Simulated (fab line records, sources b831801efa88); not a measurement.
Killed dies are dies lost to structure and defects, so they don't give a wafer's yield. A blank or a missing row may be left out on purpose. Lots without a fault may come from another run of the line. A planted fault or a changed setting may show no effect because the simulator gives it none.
fab line records | flow gf180mcu
record lots=7 wafers=19 last_day=34
route steps=602 shown STI@3 DNWELL@32 NWELL@42 V1@359 PASSIVATION@602
lots that met no fault: from a run of the same line without faults
start_h: hours from the record's first day to the start of the lot's first wafer shown | wait_h: hours since the lot's step before | " the same as in the row above | L1.1+2: a row that stands for several wafers | - no value, or no start given | * or withheld: withheld | < > ~ a bound
route shown NAME@n: a module of which the file shows steps, and the number in the route of the first | usual: mean/standard deviation of fault-free wafers | same: alike in all rows | chamber/n: place in a boat | sites: the reading at each site | _std_site: their standard deviation | _edge_site: outer sites' mean less inner sites' | radius_mm: how far each site lies from the wafer's centre | mask NAME#n: copy n | behind: the tool/chamber that last shaped the wafer | hold: why the lot was held/for how many hours/how that ended | device: the transistor (n, p or np) that didn't switch | end of line: the same wafers' tests at the end of the route | a step without rows: its recipe alone | killed: dies lost to structure and defects at the first sort, not the wafer's yield | map: a wafer's dies, x killed, . not, _ none there
set.NAME: the setting as run; set.NAME@STEP: as run at that earlier step | model.NAME: the simulator's own value behind a step, which no gauge read
lots at some steps of the route; a table a step, a row a wafer
services: from which hour (start_h, from the record's first day; less than 0 if before it) a tool's chamber was out of use, for how many hours, and why
## steps
# step GF_STI_THK_MEAS_02
# recipe reads=SiO2_of_STI_OXIDATION_01
# usual STI_OXIDATION_THK=10.07/0.19
# columns lot.wafer tool chamber start_h wait_h STI_OXIDATION_THK[nm]
L476.1 film_metro-03 - 16.51 0.0 10.11
L476.2 " - " " 10.15
L476.4 " - " " 10.32
L478.3 film_metro-02 - 26.55 0.0 10.15
L478.5 " - " " 10.03
L483.1 film_metro-03 - 54.95 0.0 9.86
L483.4 " - " " 9.75
L483.6 " - " " 9.70
L485.3 film_metro-01 - 64.63 0.0 10.13
L485.6 " - " " 10.18
L489.2 film_metro-03 - 82.64 0.0 10.25
L489.3 " - " " 10.24
L489.5 " - " " 10.18
L494.3 film_metro-03 - 106.53 0.0 10.13
L494.5 " - " " 9.94
L494.6 " - " " 10.07
L496.1 film_metro-01 - 116.58 0.0 10.24
L496.2 " - " " 10.16
L496.5 " - " " 10.26
# step GF_STI_CVD_03
# recipe material=Si3N4 precursor=DCS/NH3 target_thk_nm=207.16 temp_c=770 time_s=3551 pressure_mtorr=250
# step GF_STI_THK_MEAS_04
# recipe reads=Si3N4_of_STI_CVD_03
# usual STI_CVD_03_THK=207.2/1.8
# columns lot.wafer tool chamber start_h wait_h STI_CVD_03_THK[nm]
L476.1 film_metro-01 - 18.56 0.0 207.0
L476.2 " - " " 205.8
L476.4 " - " " 206.2
L478.3 film_metro-01 - 28.59 0.0 204.9
L478.5 " - " " 205.9
L483.1 film_metro-03 - 56.99 0.0 211.5
L483.4 " - " " 210.5
L483.6 " - " " 210.3
L485.3 film_metro-02 - 66.68 0.0 206.1
L485.6 " - " " 204.6
L489.2 film_metro-02 - 86.22 0.0 209.4
L489.3 " - " " 210.6
L489.5 " - " " 211.1
L494.3 film_metro-03 - 108.58 0.0 206.8
L494.5 " - " " 207.1
L494.6 " - " " 207.4
L496.1 film_metro-01 - 118.62 0.0 208.7
L496.2 " - " " 207.6
L496.5 " - " " 207.5
# step GF_STI_DEHYDRATE_05
# recipe temp_c=200 time_s=60
# step GF_STI_HMDS_06
# recipe prime_time_s=60 prime_temp_c=120
# step GF_STI_COAT_07
# recipe resist=KrF spin_rpm=withheld resist_thk_nm=700
# step GF_STI_SOFTBAKE_08
# recipe temp_c=130 time_s=60 resist=KrF
# step GF_STI_EXPOSE_09
# recipe mask_id=COMP target_cd_nm=220 na=0.68 source_shape=conventional sigma_outer=0.6 dose_mj=28
# step GF_STI_PEB_10
# recipe peb_temp_c=135 peb_time_s=90 resist=KrF
# step GF_STI_DEVELOP_11
# recipe develop_time_s=60 dev_temp_c=21
# step GF_STI_CD_MEAS_12
# recipe target_cd_nm=220
# usual cd_nm=219.6/1.4
# columns lot.wafer tool chamber start_h wait_h cd_nm
L476.1 cd_sem-01 - 30.26 0.1 219.8
L476.2 " - " " 220.8
L476.4 " - " " 220.6
L478.3 cd_sem-02 - 41.49 0.1 220.3
L478.5 " - " " 219.2
L483.1 cd_sem-01 - 68.50 0.1 217.6
L483.4 " - " " 219.2
L483.6 " - " " 218.3
L485.3 cd_sem-01 - 79.50 0.1 218.2
L485.6 " - " " 218.2
L489.2 cd_sem-01 - 99.88 0.1 217.8
L489.3 " - " " 219.8
L489.5 " - " " 218.3
L494.3 cd_sem-02 - 123.50 0.1 219.0
L494.5 " - " " 218.0
L494.6 " - " " 219.6
L496.1 cd_sem-02 - 133.06 0.1 217.1
L496.2 " - " " 217.7
L496.5 " - " " 218.6
# step GF_STI_ETCH_13
# recipe chemistry=CHF3/O2 stop_on=Si over_etch_frac=0.3 target_depth_a=2823.1 source_w=600 bias_w=200 pressure_mtorr=40 chf3_flow_sccm=50 O2_flow_sccm=5 time_s=112.9
# usual drypump_motor_current_A=5.8/0.47 oes_product_au=0.832/0.0058 run_length_s=141.2/0.53 throttle_valve_pct=8.810/0.0092
# columns lot.wafer tool chamber start_h wait_h drypump_motor_current_A oes_product_au rf_hours_counter_h run_length_s throttle_valve_pct
L476.1 rie_diel-04 1 30.38 0.1 4.7 0.837 123 141.2 8.799
L476.2 " 3 " " 5.8 0.836 6 140.9 8.802
L476.4 " 3 " " 5.8 0.836 - 140.8 8.815
L478.3 rie_diel-02 3 41.57 0.1 5.2 0.837 2 140.9 8.799
L478.5 " 2 " " 6.4 0.831 - 140.1 8.793
L483.1 rie_diel-04 0 68.62 0.1 5.7 0.841 4 140.7 8.804
L483.4 " 3 " " 5.8 0.833 7 141.0 8.801
L483.6 " 0 " " 5.8 0.837 - 140.8 8.813
L485.3 rie_diel-03 3 79.58 0.1 5.6 0.838 26 141.4 8.808
L485.6 " 2 " " 5.9 0.828 - 141.4 8.814
L489.2 rie_diel-03 1 99.98 0.1 6.4 0.835 116 141.9 8.837
L489.3 " 3 " " 5.6 0.831 27 141.4 8.803
L489.5 " 3 " " 5.6 0.842 - 141.3 8.815
L494.3 rie_diel-02 1 123.58 0.1 6.0 0.826 1 141.1 8.819
L494.5 " 0 " " 5.7 0.826 - 141.6 8.804
L494.6 " 3 " " 5.2 0.829 - 140.6 8.814
L496.1 rie_diel-03 1 133.18 0.1 6.4 0.835 117 141.8 8.805
L496.2 " 3 " " 5.6 0.832 28 141.6 8.809
L496.5 " 0 " " 6.3 0.836 - 141.7 8.821
# step GF_STI_ETCH_14
# recipe target=Si chemistry=HBr/Cl2/O2 target_depth_nm=360 icp_w=600 bias_w=150 pressure_mtorr=15 HBr_flow_sccm=150 Cl2_flow_sccm=40 O2_flow_sccm=6 time_s=102.9
# usual HBr_flow_sccm=149.9/0.45 drypump_motor_current_A=5.55/0.23 oes_product_au=1.007/0.011 run_length_s=131.2/0.45 throttle_valve_pct=25.652/0.011
# columns lot.wafer tool chamber start_h wait_h HBr_flow_sccm drypump_motor_current_A oes_product_au rf_hours_counter_h run_length_s throttle_valve_pct model.etch.depth_nm model.STI.feature_depth_nm model.KrF_of_STI_COAT_07.thk_nm
L476.1 rie_si-02 2 30.46 0.0 151.1 5.62 1.022 82 130.8 25.646 372.6 372.6 308.9
L476.2 " 0 " " 150.3 5.21 1.008 1 131.6 25.657 366.4 366.4 317.5
L476.4 " 3 " " 149.4 5.85 1.017 3 131.8 25.651 366 366 313.7
L478.3 rie_si-02 0 41.65 0.0 150.3 5.22 1.005 1 87.7 25.649 210.6 210.6 377.5
L478.5 " 1 " " 150.0 5.58 1.013 - 130.9 25.636 373.4 373.4 324.6
L483.1 rie_si-02 3 68.69 0.0 149.5 5.81 1.004 3 131.5 25.660 360.3 360.3 319.4
L483.4 " 1 " " 149.8 5.56 1.014 1 131.0 25.639 370.1 370.1 314.5
L483.6 " 2 " " 150.0 5.60 1.009 - 87.3 25.656 211.2 211.2 370.9
L485.3 rie_si-02 1 79.66 0.0 150.6 5.55 1.017 1 86.8 25.632 211.4 211.4 360.5
L485.6 " 0 " " 150.0 5.22 0.994 - 87.9 25.651 207.1 207.1 363
L489.2 rie_si-01 1 100.06 0.0 149.8 5.74 1.003 20 130.8 25.647 363.4 363.4 312.7
L489.3 " 0 " " 149.6 5.59 0.993 40 131.6 25.664 356 356 314.8
L489.5 " 1 " " 149.2 5.74 0.996 - 130.5 25.650 358.8 358.8 316.5
L494.3 rie_si-01 2 123.66 0.0 150.0 5.57 1.003 45 131.4 25.629 364.9 364.9 318.4
L494.5 " 1 " " 150.3 5.74 0.994 - 130.3 25.654 360.3 360.3 318.5
L494.6 " 2 " " 149.8 5.58 1.016 - 131.5 25.643 369.5 369.5 320.7
L496.1 rie_si-02 1 133.26 0.0 149.4 5.60 1.014 2 130.7 25.650 369.2 369.2 315.3
L496.2 " 2 " " 149.8 5.59 1.022 83 131.2 25.648 370.6 370.6 313.6
L496.5 " 1 " " 149.8 5.60 1.003 - 130.8 25.645 366.2 366.2 320.7
# step GF_STI_STRIP_15
# recipe chemistry=O2/N2 power_w=1400 pressure_mtorr=1500 platen_temp_c=250 o2_flow_sccm=3000 n2_flow_sccm=300 overash_fraction=0.5
# usual drypump_motor_current_A=5.4/0.55 heater_power_w=320/43 oes_product_au=0.384/0.0047 strip_time_to_endpoint_s=3.72/0.06
# columns lot.wafer tool chamber start_h wait_h drypump_motor_current_A heater_power_w oes_product_au rf_hours_counter_h strip_time_to_endpoint_s
L476.1 plasma_asher-04 0 30.53 0.0 6.1 310 0.382 23 3.61
L476.2 " 1 " " 4.8 299 0.382 23 3.71
L476.4 " 0 " " 6.1 325 0.382 - 3.66
L478.3 plasma_asher-04 0 41.75 0.1 6.0 314 0.415 - 4.33
L478.5 " 1 " " 4.7 297 0.380 - 3.79
L483.1 plasma_asher-03 1 68.77 0.0 5.5 326 0.388 42 3.74
L483.4 " 1 " " 5.5 336 0.387 - 3.67
L483.6 " 0 " " 5.7 430 0.408 - 4.28
L485.3 plasma_asher-03 0 79.76 0.1 5.7 425 0.407 - 4.16
L485.6 " 0 " " 5.7 433 0.400 - 4.18
L489.2 plasma_asher-04 1 100.13 0.0 4.8 305 0.377 31 3.65
L489.3 " 0 " " 6.1 314 0.385 - 3.68
L489.5 " 0 " " 6.1 310 0.378 - 3.70
L494.3 plasma_asher-04 0 123.76 0.1 6.0 313 0.386 - 3.72
L494.5 " 0 " " 6.1 316 0.377 - 3.71
L494.6 " 1 " " 4.8 291 0.389 - 3.73
L496.1 plasma_asher-04 0 133.33 0.0 6.1 309 0.382 34 3.68
L496.2 " 1 " " 4.8 296 0.379 34 3.66
L496.5 " 0 " " 6.0 313 0.381 - 3.74
# step GF_STI_CLEAN_16
# recipe chemistry=dHF time_s=25 dilution=100:1
# step GF_STI_WET_ETCH_17
# recipe chemistry=H3PO4 target_depth_nm=45 temp_c=160 target=Si3N4 time_s=514
# step GF_STI_CLEAN_18
# recipe chemistry=SC1/SC2 mix=1:4:20 temp_c=70 time_s=150
# step GF_STI_CLEAN_19
# recipe chemistry=dHF time_s=20 dilution=100:1
# step GF_STI_WET_ETCH_20
# recipe chemistry=dHF dilution=100:1 target_depth_nm=20 temp_c=25 dry=ipa_marangoni target=SiO2 time_s=400
# step GF_STI_OXIDATION_21
# recipe temp_c=1000 ambient=O2 stabilise_s=600 purge_s=300 target_thk_a=150 ox_time_s=458
# step GF_STI_THK_MEAS_22
# recipe reads=SiO2_of_STI_OXIDATION_21
# usual STI_OXIDATION_01_THK=15.14/0.26
# columns lot.wafer tool chamber start_h wait_h STI_OXIDATION_01_THK[nm]
L476.1 film_metro-01 - 33.79 0.0 15.06
L476.2 " - " " 15.23
L476.4 " - " " 14.88
L478.3 film_metro-01 - 43.91 0.0 15.34
L478.5 " - " " 14.97
L483.1 film_metro-02 - 73.90 0.0 15.27
L483.4 " - " " 15.51
L483.6 " - " " 15.45
L485.3 film_metro-03 - 83.66 0.0 15.27
L485.6 " - " " 15.27
L489.2 film_metro-03 - 102.12 0.0 14.84
L489.3 " - " " 15.15
L489.5 " - " " 14.94
L494.3 film_metro-02 - 125.34 0.0 15.31
L494.5 " - " " 15.19
L494.6 " - " " 14.94
L496.1 film_metro-03 - 134.92 0.0 15.06
L496.2 " - " " 14.89
L496.5 " - " " 15.29
# step GF_STI_CVD_23
# recipe material=SiO2 target_thk_nm=650 sigma_open_frac=0.3 time_s=108.3 temp_c=600 sih4_flow_sccm=60 pressure_mtorr=6
# step GF_STI_THK_MEAS_24
# recipe reads=SiO2_of_STI_CVD_23
# usual STI_CVD_23_THK=649/5.7
# columns lot.wafer tool chamber start_h wait_h STI_CVD_23_THK[nm]
L476.1 film_metro-02 - 33.93 0.0 644
L476.2 " - " " 650
L476.4 " - " " 648
L478.3 film_metro-02 - 44.05 0.1 651
L478.5 " - " " 652
L483.1 film_metro-01 - 74.04 0.0 643
L483.4 " - " " 651
L483.6 " - " " 648
L485.3 film_metro-02 - 83.80 0.1 648
L485.6 " - " " 654
L489.2 film_metro-01 - 102.25 0.0 651
L489.3 " - " " 647
L489.5 " - " " 648
L494.3 film_metro-03 - 125.48 0.1 639
L494.5 " - " " 640
L494.6 " - " " 647
L496.1 film_metro-02 - 135.06 0.0 648
L496.2 " - " " 646
L496.5 " - " " 644
# step GF_STI_CMP_25
# recipe stop_on=Si3N4 t_overpolish_s=33 down_force_psi=4 platen_rpm=60 target_thk_nm=524.6 pad_velocity_m_s=0.94248
# usual motor_current_A=11.7/0.95 platen_rpm=60.00/0.038 slurry_filter_dp_kPa=13.49/0.14
# columns lot.wafer tool chamber start_h wait_h motor_current_A platen_rpm slurry_filter_dp_kPa
L476.1 cmp-02 3 34.04 0.1 10.5 59.98 13.62
L476.2 " 0 " " 11.6 60.05 13.54
L476.4 " 1 " " 12.9 59.99 13.47
L478.3 cmp-02 0 44.19 0.1 11.5 60.01 13.42
L478.5 " 2 " " 12.5 60.05 13.56
L483.4 cmp-02 1 74.20 0.1 12.8 59.99 13.69
L483.1 " 2 " " 12.7 60.00 13.36
L483.6 " 0 " " 11.4 59.99 13.36
L485.3 cmp-01 2 83.89 0.1 11.6 59.92 13.42
L485.6 " 2 " " 11.7 59.95 13.69
L489.3 cmp-01 2 102.30 0.0 11.8 59.97 13.44
L489.2 " 1 " " 10.8 59.96 13.47
L489.5 " 2 " " 11.4 60.01 13.65
L494.3 cmp-02 1 125.67 0.2 12.6 60.02 13.53
L494.6 " 2 " " 12.5 60.09 13.44
L494.5 " 3 " " 10.4 59.97 13.32
L496.2 cmp-01 0 135.12 0.0 12.0 59.97 13.27
L496.1 " 1 " " 9.9 60.04 13.48
L496.5 " 0 " " 11.4 60.04 13.32
# step GF_STI_WET_ETCH_26
# recipe chemistry=dHF target_depth_nm=94 target=SiO2 temp_c=25 dilution=10:1 time_s=188
# step GF_STI_WET_ETCH_27
# recipe chemistry=H3PO4 target_depth_nm=160 target=Si3N4 temp_c=160 time_s=1825
# step GF_STI_WET_ETCH_28
# recipe chemistry=dHF target_depth_nm=20 dry=ipa_marangoni target=SiO2 temp_c=25 dilution=10:1 time_s=40
# step GF_STI_OXIDATION_29
# recipe temp_c=900 ambient=O2 stabilise_s=600 purge_s=300 target_thk_a=100 ox_time_s=1418
# step GF_STI_THK_MEAS_30
# recipe reads=SiO2_of_STI_OXIDATION_29
# usual STI_OXIDATION_02_THK=10.12/0.2
# columns lot.wafer tool chamber start_h wait_h STI_OXIDATION_02_THK[nm]
L476.1 film_metro-01 - 36.28 0.0 9.71
L476.2 " - " " 9.84
L476.4 " - " " 9.68
L478.3 film_metro-03 - 46.86 0.0 10.08
L478.5 " - " " 10.14
L483.1 film_metro-01 - 78.19 0.0 10.27
L483.4 " - " " 10.37
L483.6 " - " " 10.18
L485.3 film_metro-01 - 86.14 0.0 10.24
L485.6 " - " " 10.14
L489.2 film_metro-01 - 104.60 0.0 9.82
L489.3 " - " " 9.69
L489.5 " - " " 9.63
L494.3 film_metro-02 - 129.38 0.0 10.32
L494.5 " - " " 10.11
L494.6 " - " " 10.15
L496.1 film_metro-03 - 137.41 0.0 10.24
L496.2 " - " " 10.30
L496.5 " - " " 10.22
# step GF_DNWELL_DEHYDRATE_00
# recipe temp_c=200 time_s=60
# step GF_DNWELL_HMDS_01
# recipe prime_time_s=60 prime_temp_c=120
# step GF_DNWELL_COAT_02
# recipe spin_rpm=2000 resist_thk_nm=3000
# step GF_DNWELL_SOFTBAKE_03
# recipe temp_c=110 time_s=withheld
# step GF_DNWELL_EXPOSE_04
# recipe mask_id=DNWELL target_cd_nm=1700 na=0.6 source_shape=conventional sigma_outer=0.6 dose_mj=260
# step GF_DNWELL_PEB_05
# recipe temp_c=115 time_s=withheld
# step GF_DNWELL_DEVELOP_06
# recipe wall_angle_deg=90 develop_time_s=60 dev_temp_c=23
# step GF_DNWELL_IMPLANT_07
# recipe species=P energy_kev=1500 dose_cm2=1e+13 tilt_deg=0
# step GF_DNWELL_STRIP_08
# recipe chemistry=O2/N2 power_w=1400 pressure_mtorr=1500 platen_temp_c=250 o2_flow_sccm=3000 n2_flow_sccm=300 overash_fraction=0.5
# usual drypump_motor_current_A=5.7/0.36 heater_power_w=321/51 oes_product_au=0.722/0.0045 strip_time_to_endpoint_s=36.98/0.11
# columns lot.wafer tool chamber start_h wait_h drypump_motor_current_A heater_power_w oes_product_au rf_hours_counter_h strip_time_to_endpoint_s
L476.1 plasma_asher-02 0 48.31 0.1 5.8 295 0.730 38 36.95
L476.2 " 1 " " 6.0 286 0.717 38 37.02
L476.4 " 0 " " 5.9 292 0.728 - 36.97
L478.3 plasma_asher-03 1 59.90 0.1 5.5 329 0.722 - 36.92
L478.5 " 1 " " 5.5 327 0.724 - 36.83
L483.1 plasma_asher-02 1 91.89 0.1 6.0 295 0.723 42 36.89
L483.4 " 1 " " 6.0 289 0.723 - 36.87
L483.6 " 0 " " 5.9 290 0.723 - 36.94
L485.3 plasma_asher-01 0 100.30 0.1 4.8 333 0.716 - 37.02
L485.6 " 0 " " 4.8 327 0.724 - 37.14
L489.2 plasma_asher-01 1 119.12 0.1 5.7 266 0.725 0 37.05
L489.3 " 0 " " 4.8 328 0.714 - 37.21
L489.5 " 0 " " 4.8 332 0.723 - 37.08
L494.3 plasma_asher-01 0 144.70 0.1 4.8 326 0.717 - 37.03
L494.5 " 0 " " 4.8 328 0.721 - 37.03
L494.6 " 1 " " 5.7 260 0.715 - 37.02
L496.1 plasma_asher-02 0 152.94 0.1 5.9 298 0.720 48 37.06
L496.2 " 1 " " 6.0 296 0.723 48 37.25
L496.5 " 1 " " 6.0 287 0.723 - 37.10
# step GF_DNWELL_TW_MEAS_09
# usual DNWELL_TW=1357/11
# columns lot.wafer tool chamber start_h wait_h DNWELL_TW
L476.1 film_metro-04 - 48.41 0.1 1356
L476.2 " - " " 1359
L476.4 " - " " 1361
L478.3 film_metro-01 - 59.99 0.1 1370
L478.5 " - " " 1365
L483.1 film_metro-01 - 91.99 0.1 1365
L483.4 " - " " 1364
L483.6 " - " " 1370
L485.3 film_metro-03 - 100.39 0.1 1348
L485.6 " - " " 1348
L489.2 film_metro-01 - 119.23 0.1 1368
L489.3 " - " " 1374
L489.5 " - " " 1367
L494.3 film_metro-01 - 144.78 0.1 1379
L494.5 " - " " 1367
L494.6 " - " " 1381
L496.1 film_metro-03 - 153.04 0.1 1340
L496.2 " - " " 1348
L496.5 " - " " 1341
# step GF_NWELL_DEHYDRATE_00
# recipe temp_c=200 time_s=60
# step GF_NWELL_HMDS_01
# recipe prime_time_s=60 prime_temp_c=120
# step GF_NWELL_COAT_02
# recipe spin_rpm=2000 resist_thk_nm=3000
# step GF_V1_RS_MEAS_24
# recipe thk_meas_gauge=four-point-probe reads=W_of_V1_CVD_23+TiN_of_V1_SPUTTER_22+Ti_of_V1_SPUTTER_21
# usual V1_W_RS=0.331/0.0048
# columns lot.wafer tool chamber start_h wait_h hold V1_W_RS[ohm/sq]
L476.1 film_metro-01 - 422.18 0.1 - 0.327
L476.2 " - " " - 0.327
L476.4 " - " " - 0.329
L478.3 film_metro-02 - 444.82 0.1 - 0.334
L478.5 " - " " - 0.331
L483.1 film_metro-02 - 505.47 0.1 - 0.320
L483.4 " - " " - 0.324
L483.6 " - " " - 0.325
L485.3 film_metro-01 - 517.06 0.1 await_dispo/0.2h/release 0.334
L485.6 " - " " await_dispo/0.2h/release 0.329
L485.3 film_metro-01 - 517.34 0.3 - 0.334
L485.6 " - " " - 0.329
L489.2 film_metro-02 - 553.26 0.1 - 0.331
L489.3 " - " " - 0.327
L489.5 " - " " - 0.332
L494.3 film_metro-01 - 577.51 0.1 - 0.322
L494.5 " - " " - 0.324
L494.6 " - " " - 0.322
L496.1 film_metro-03 - 594.29 0.1 - 0.328
L496.2 " - " " - 0.328
L496.5 " - " " - 0.328
# step GF_V1_THK_MEAS_25
# recipe thk_meas_gauge=xrf reads=W_of_V1_CVD_23
# usual V1_W_THK=347/4.5
# columns lot.wafer tool chamber start_h wait_h hold V1_W_THK[nm]
L476.1 film_metro-01 - 422.30 0.1 - 351
L476.2 " - " " - 352
L476.4 " - " " - 349
L478.3 film_metro-02 - 444.92 0.1 - 346
L478.5 " - " " - 347
L483.1 film_metro-02 - 505.59 0.1 - 355
L483.4 " - " " - 351
L483.6 " - " " - 349
L485.3 film_metro-01 - 526.36 9.0 await_dispo/0.2h/release 342
L485.6 " - " " await_dispo/0.2h/release 345
L485.3 film_metro-01 - 526.58 0.2 - 341
L485.6 " - " " - 345
L489.2 film_metro-02 - 553.37 0.1 - 349
L489.3 " - " " - 352
L489.5 " - " " - 349
L494.3 film_metro-01 - 577.61 0.1 - 355
L494.5 " - " " - 354
L494.6 " - " " - 355
L496.1 film_metro-03 - 594.41 0.1 - 349
L496.2 " - " " - 352
L496.5 " - " " - 353
# step GF_PASSIVATION_PROBE_99
# columns lot.wafer tool chamber start_h wait_h model.etest.pwell_in_dnwell.line_ohm_um model.etest.ldpmos_10p0.r_on_ohm_um model.etest.pwell_in_dnwell.rs_ohm_sq model.etest.ldnmos_10p0.r_on_ohm_um model.etest.p_drift.rs_ohm_sq model.etest.n_drift.rs_ohm_sq model.etest.nwell.line_ohm_um model.etest.nwell.rs_ohm_sq
L476.1 prober-02 - 681.75 0.1 4026 1.117e+04 2383 3746 2499 1285 1214 1037
L476.2 prober-02 - 681.80 0.1 3972 1.121e+04 2347 3776 2430 1247 1176 1021
L476.4 prober-02 - 681.90 0.2 3973 1.124e+04 2368 3762 2433 1247 1187 1022
L478.3 prober-02 - 697.84 0.2 3008 1.02e+04 1792 3164 1874 852.5 889.4 763.9
L478.5 prober-02 - 697.94 0.2 4180 1.133e+04 2486 3776 2400 1228 1151 1001
L483.1 prober-01 - 746.44 0.1 4162 1.079e+04 2480 3714 2521 1166 1169 1004
L483.4 prober-01 - 746.59 0.2 4275 1.099e+04 2584 3765 2639 1198 1188 1032
L483.6 prober-01 - 746.69 0.2 2980 1.009e+04 1806 3150 1867 852.1 920.5 786.6
L485.3 prober-02 - 751.74 0.2 2971 1.022e+04 1801 3212 1874 839.3 910.8 778.1
L485.6 prober-02 - 751.89 0.2 2932 1.011e+04 1762 3162 1869 832.4 902 770
L489.2 prober-01 - 782.24 0.1 4281 1.125e+04 2588 3673 2401 1282 1180 1019
L489.3 prober-01 - 782.29 0.2 4143 1.119e+04 2527 3693 2356 1252 1163 998.1
L489.5 prober-01 - 782.39 0.2 4265 1.13e+04 2537 3717 2385 1262 1164 1007
L494.3 prober-01 - 799.84 0.2 3980 1.092e+04 2373 3713 2476 1181 1202 1034
L494.5 prober-01 - 799.94 0.2 3900 1.09e+04 2324 3682 2420 1154 1186 1010
L494.6 prober-01 - 799.99 0.2 3931 1.108e+04 2418 3748 2515 1193 1215 1045
L496.1 prober-01 - 809.19 0.1 4082 1.097e+04 2469 3691 2473 1227 1186 1019
L496.2 prober-01 - 809.24 0.1 4111 1.106e+04 2461 3724 2469 1226 1181 1020
L496.5 prober-01 - 809.39 0.2 4022 1.088e+04 2421 3695 2412 1185 1179 992.3
# killed by level:class
L476.1 V4:geometric_particle:open=5 V2:geometric_particle:open=4 M5:geometric_particle:short=4 V5:geometric_particle:open=4 STI:geometric_particle:open=2 M1:geometric_particle:short=2 V1:geometric_particle:open=2 V1:geometric_particle:short=2
L476.2 V5:geometric_particle:open=9 V3:geometric_particle:open=5 V2:geometric_particle:open=4 STI:geometric_particle:short=3 STI:geometric_particle:open=3 CONTACT:geometric_particle:open=3 CONTACT:geometric_particle:short=3 M2:geometric_particle:short=3
L476.4 CONTACT:geometric_particle:open=6 V1:geometric_particle:open=4 M3:geometric_particle:short=4 STI:geometric_particle:short=3 V2:geometric_particle:open=3 V3:geometric_particle:open=3 M4:geometric_particle:short=3 V4:geometric_particle:open=3
L489.2 V2:geometric_particle:open=5 CONTACT:geometric_particle:open=4 V1:geometric_particle:open=4 STI:geometric_particle:open=3 V1:geometric_particle:short=3 M2:geometric_particle:short=3 V4:geometric_particle:open=2 STI:geometric_particle:short=1
L489.3 V3:geometric_particle:open=8 V4:geometric_particle:open=8 CONTACT:geometric_particle:open=5 V1:geometric_particle:open=3 V3:geometric_particle:short=3 V5:geometric_particle:open=3 STI:geometric_particle:open=2 CONTACT:geometric_particle:short=2
L489.5 V3:geometric_particle:open=8 STI:geometric_particle:open=4 CONTACT:geometric_particle:open=4 V5:geometric_particle:open=4 V1:geometric_particle:open=3 V4:geometric_particle:open=3 M3:geometric_particle:open=2 M3:geometric_particle:short=2
L494.3 V5:geometric_particle:open=5 V2:geometric_particle:open=5 V3:geometric_particle:open=5 V1:geometric_particle:open=4 V4:geometric_particle:open=3 SAB:geometric_particle:short=2 CONTACT:geometric_particle:open=2 M2:geometric_particle:short=2
L494.5 CONTACT:geometric_particle:short=5 V4:geometric_particle:open=5 CONTACT:geometric_particle:open=4 V1:geometric_particle:open=4 STI:geometric_particle:open=3 M2:geometric_particle:short=3 V2:geometric_particle:open=3 V3:geometric_particle:open=3
L494.6 CONTACT:geometric_particle:open=6 STI:geometric_particle:short=5 STI:geometric_particle:open=5 SALICIDE:geometric_particle:short=3 V2:geometric_particle:short=3 V4:geometric_particle:short=3 SAB:geometric_particle:open=2 CONTACT:geometric_particle:short=2
L496.1 V1:geometric_particle:open=6 V4:geometric_particle:open=4 V5:geometric_particle:open=4 V3:geometric_particle:open=3 STI:geometric_particle:open=2 SALICIDE:geometric_particle:open=2 M3:geometric_particle:open=1 STI:geometric_particle:short=1
L496.2 V4:geometric_particle:open=7 CONTACT:geometric_particle:open=4 STI:geometric_particle:open=3 V2:geometric_particle:short=3 V2:geometric_particle:open=3 V1:geometric_particle:short=2 V1:geometric_particle:open=2 M3:geometric_particle:open=2
L496.5 V2:geometric_particle:open=5 V3:geometric_particle:open=4 V4:geometric_particle:open=4 CONTACT:geometric_particle:short=3 V3:geometric_particle:short=3 V4:geometric_particle:short=3 M1:geometric_particle:short=2 V1:geometric_particle:short=2
## services
# columns tool chamber start_h hours kind
cmp-01 - 7.01 2.6 repair
plasma_asher-04 - 22.83 4.2 repair
rie_diel-03 3 39.04 4.1 repair
plasma_asher-03 - 46.36 1.2 repair
rie_diel-02 1 52.62 - clean
rie_diel-02 1 52.62 21.6 scheduled_down
rie_si-02 3 59.74 2.5 repair
cmp-01 - 64.05 4.0 pm
rie_diel-02 3 66.57 3.2 repair
cmp-01 - 68.05 - consumable_replace:conditioner
cmp-01 - 68.05 - consumable_replace:pad
plasma_asher-02 - 71.22 13.1 pm
rie_diel-04 1 82.03 5.3 repair
cmp-01 - 87.11 5.1 pm
rie_diel-03 - 103.45 0.3 repair
plasma_asher-01 - 108.75 9.0 pm
plasma_asher-01 0 108.75 9.0 vent_cycle
plasma_asher-01 1 108.75 9.0 vent_cycle
cmp-01 - 110.10 0.7 repair
plasma_asher-01 0 117.75 - clean
plasma_asher-01 1 117.75 - clean
rie_si-02 - 124.09 4.0 pm
rie_si-01 - 130.52 2.8 pm
plasma_asher-01 - 151.02 2.8 pm
## key
first_sign step=GF_STI_ETCH_14 reading=run_length_s direction=down sigmas=98 usual=* struck=*
effect step=GF_STI_STRIP_15 reading=strip_time_to_endpoint_s direction=up sigmas=8.6 usual=* struck=*
model_effect step=GF_STI_ETCH_14 value=etch.depth_nm without=366.2 struck=210.1
model_effect step=GF_PASSIVATION_PROBE_99 value=etest.pwell_in_dnwell.line_ohm_um without=4061 struck=2973
met_at GF_STI_ETCH_14
struck_wafers L478.3,L483.6,L485.3,L485.6
sort_left_out L478.3,L483.6,L485.3,L485.6
tester_left_out L478,L483,L485
onset_between 30.46 41.65
fault kind=process_parameter_drift tool=rie_si-02 chamber=- onset_h=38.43 steps=GF_STI_ETCH_14 channel=time_s offset=* shape=step end_h=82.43 scope=struck_wafers_only acts_in=* stated=*
# tester_left_out: of these lots the tester's yield and bins aren't shown, on N5 and GAA mostly nor the transistor test; their killed dies are dies lost to structure and defects alone, not to doping, threshold or leakage, so they don't give the yield
# sort_left_out: the simulated sort isn't trusted on such a fault, so these wafers' sort isn't shown, and their yield isn't known
